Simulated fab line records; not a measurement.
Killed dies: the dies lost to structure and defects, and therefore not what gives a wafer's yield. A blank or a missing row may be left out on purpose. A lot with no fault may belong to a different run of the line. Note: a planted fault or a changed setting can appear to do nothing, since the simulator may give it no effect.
Which tool did it? / flow gf180mcu / Sampling: 13 lots, 39 wafers, 2 of 602 route steps

## WHAT THE GAUGES SHOWED, per wafer
GF_POLY_GATE_CD_MEAS_10: target cd 280 nm. Usual: cd_nm at 279.8 nm, with a standard deviation of 1.4.
lot=L988; measured=day 9 01:38; on=cd_sem-02; cd_nm (nm)=279.4 278.7 280.1; flag=
lot=L989; measured=day 9 12:46; on=cd_sem-01; cd_nm (nm)=278.3 278.9 278.0; flag=
lot=L990; measured=day 9 18:12; on=cd_sem-01; cd_nm (nm)=282.2 281.1 280.1; flag=
lot=L993; measured=day 10 16:58; on=cd_sem-01; cd_nm (nm)=278.2 279.0 278.5; flag=
lot=L102; measured=day 13 08:20; on=cd_sem-01; cd_nm (nm)=279.5 280.2 279.6; flag=
lot=L103; measured=day 13 18:43; on=cd_sem-02; cd_nm (nm)=280.0 279.2 277.5; flag=
lot=L104; measured=day 13 23:09; on=cd_sem-02; cd_nm (nm)=279.8 279.3 280.9; flag=
lot=L105; measured=day 14 09:52; on=cd_sem-02; cd_nm (nm)=279.4 280.0 280.1; flag=
lot=L106; measured=day 14 13:38; on=cd_sem-01; cd_nm (nm)=280.2 279.8 280.4; flag=
lot=L107; measured=day 14 23:31; on=cd_sem-02; cd_nm (nm)=279.6 279.6 279.4; flag=
lot=L108; measured=day 15 05:19; on=cd_sem-01; cd_nm (nm)=277.4 277.0 276.9; flag=
lot=L110; measured=day 15 15:49; on=cd_sem-01; cd_nm (nm)=279.8 279.9 279.7; flag=
lot=L111; measured=day 16 02:58; on=cd_sem-02; cd_nm (nm)=280.2 279.9 279.0; flag=

## WHICH TOOL RAN EACH LOT (tool, then ch and the chambers of the sampled wafers, then the start)
lot=L988; GF_DUAL_GATE_STRIP_13=plasma_asher-03 ch 0,1, day 8 05:28
lot=L989; GF_DUAL_GATE_STRIP_13=plasma_asher-02 ch 0,1, day 8 16:07
lot=L990; GF_DUAL_GATE_STRIP_13=plasma_asher-03 ch 0,1, day 8 21:35
lot=L993; GF_DUAL_GATE_STRIP_13=plasma_asher-02 ch 0,1, day 9 18:43
lot=L102; GF_DUAL_GATE_STRIP_13=plasma_asher-02 ch 0,1, day 12 08:56
lot=L103; GF_DUAL_GATE_STRIP_13=plasma_asher-01 ch 0,1, day 12 19:46
lot=L104; GF_DUAL_GATE_STRIP_13=plasma_asher-03 ch 0,1, day 12 23:34
lot=L105; GF_DUAL_GATE_STRIP_13=plasma_asher-02 ch 0,1, day 13 10:34
lot=L106; GF_DUAL_GATE_STRIP_13=plasma_asher-03 ch 0,1, day 13 14:19
lot=L107; GF_DUAL_GATE_STRIP_13=plasma_asher-03 ch 0,1, day 13 22:28
lot=L108; GF_DUAL_GATE_STRIP_13=plasma_asher-02 ch 0,1, day 14 04:28
lot=L110; GF_DUAL_GATE_STRIP_13=plasma_asher-03 ch 0,1, day 14 14:44
lot=L111; GF_DUAL_GATE_STRIP_13=plasma_asher-01 ch 0,1, day 15 02:38
- GF_DUAL_GATE_STRIP_13: strips in O2/N2.

## WHAT THE TOOLS THEMSELVES READ (means of the sampled wafers that have a number; where no wafer has one, the mark that the record gives instead)
GF_DUAL_GATE_STRIP_13. Usual: drypump_motor_current_A 5.8 A, standard deviation 0.4; heater_power_w 348 W, standard deviation 43; oes_product_au 0.716 a.u., standard deviation 0.0043; platen_temp_c 250.03 C, standard deviation 0.17; strip_time_to_endpoint_s 12.63 s, standard deviation 0.037.
lot=L988; tool=plasma_asher-03; drypump_motor_current_A (A)=5.6; heater_power_w (W)=363; oes_product_au (a.u.)=0.716; platen_temp_c (C)=250.15; strip_time_to_endpoint_s (s)=12.58; flag=
lot=L989; tool=plasma_asher-02; drypump_motor_current_A (A)=6.0; heater_power_w (W)=302; oes_product_au (a.u.)=0.715; platen_temp_c (C)=250.07; strip_time_to_endpoint_s (s)=12.60; flag=
lot=L990; tool=plasma_asher-03; drypump_motor_current_A (A)=5.6; heater_power_w (W)=360; oes_product_au (a.u.)=0.717; platen_temp_c (C)=250.07; strip_time_to_endpoint_s (s)=12.63; flag=
lot=L993; tool=plasma_asher-02; drypump_motor_current_A (A)=6.0; heater_power_w (W)=302; oes_product_au (a.u.)=0.714; platen_temp_c (C)=250.23; strip_time_to_endpoint_s (s)=12.64; flag=
lot=L102; tool=plasma_asher-02; drypump_motor_current_A (A)=6.0; heater_power_w (W)=298; oes_product_au (a.u.)=0.717; platen_temp_c (C)=250.03; strip_time_to_endpoint_s (s)=12.68; flag=
lot=L103; tool=plasma_asher-01; drypump_motor_current_A (A)=5.6; heater_power_w (W)=331; oes_product_au (a.u.)=0.719; platen_temp_c (C)=249.96; strip_time_to_endpoint_s (s)=12.59; flag=
lot=L104; tool=plasma_asher-03; drypump_motor_current_A (A)=5.6; heater_power_w (W)=362; oes_product_au (a.u.)=0.717; platen_temp_c (C)=250.13; strip_time_to_endpoint_s (s)=12.61; flag=
lot=L105; tool=plasma_asher-02; drypump_motor_current_A (A)=6.0; heater_power_w (W)=321; oes_product_au (a.u.)=0.717; platen_temp_c (C)=250.19; strip_time_to_endpoint_s (s)=12.70; flag=
lot=L106; tool=plasma_asher-03; drypump_motor_current_A (A)=5.6; heater_power_w (W)=357; oes_product_au (a.u.)=0.716; platen_temp_c (C)=249.96; strip_time_to_endpoint_s (s)=12.61; flag=
lot=L107; tool=plasma_asher-03; drypump_motor_current_A (A)=6.0; heater_power_w (W)=384; oes_product_au (a.u.)=0.713; platen_temp_c (C)=249.96; strip_time_to_endpoint_s (s)=12.65; flag=
lot=L108; tool=plasma_asher-02; drypump_motor_current_A (A)=6.0; heater_power_w (W)=304; oes_product_au (a.u.)=0.719; platen_temp_c (C)=249.90; strip_time_to_endpoint_s (s)=12.65; flag=
lot=L110; tool=plasma_asher-03; drypump_motor_current_A (A)=5.6; heater_power_w (W)=359; oes_product_au (a.u.)=0.715; platen_temp_c (C)=249.87; strip_time_to_endpoint_s (s)=12.65; flag=
lot=L111; tool=plasma_asher-01; drypump_motor_current_A (A)=5.6; heater_power_w (W)=351; oes_product_au (a.u.)=0.719; platen_temp_c (C)=250.07; strip_time_to_endpoint_s (s)=12.61; flag=

## THE ANSWER, worked out from the rows above alone
Rule: a lot is off if the mean of its wafers that have a number lies more than 3 standard deviations from the usual mean. A lot without any number at a reading at which 4 lots or more have one is off too. Any other lot the step has rows for is counted as sound. After the gauges, taken in route order, come the tools' own readings; for these a lot's mean is taken, as printed above. At the first step where some lot is off, the reading lying furthest off is the one used; lots without a number count as furthest.
None of the lots is off at any reading shown; this tells nothing.

## WHAT THE SIMULATOR HAD PUT IN
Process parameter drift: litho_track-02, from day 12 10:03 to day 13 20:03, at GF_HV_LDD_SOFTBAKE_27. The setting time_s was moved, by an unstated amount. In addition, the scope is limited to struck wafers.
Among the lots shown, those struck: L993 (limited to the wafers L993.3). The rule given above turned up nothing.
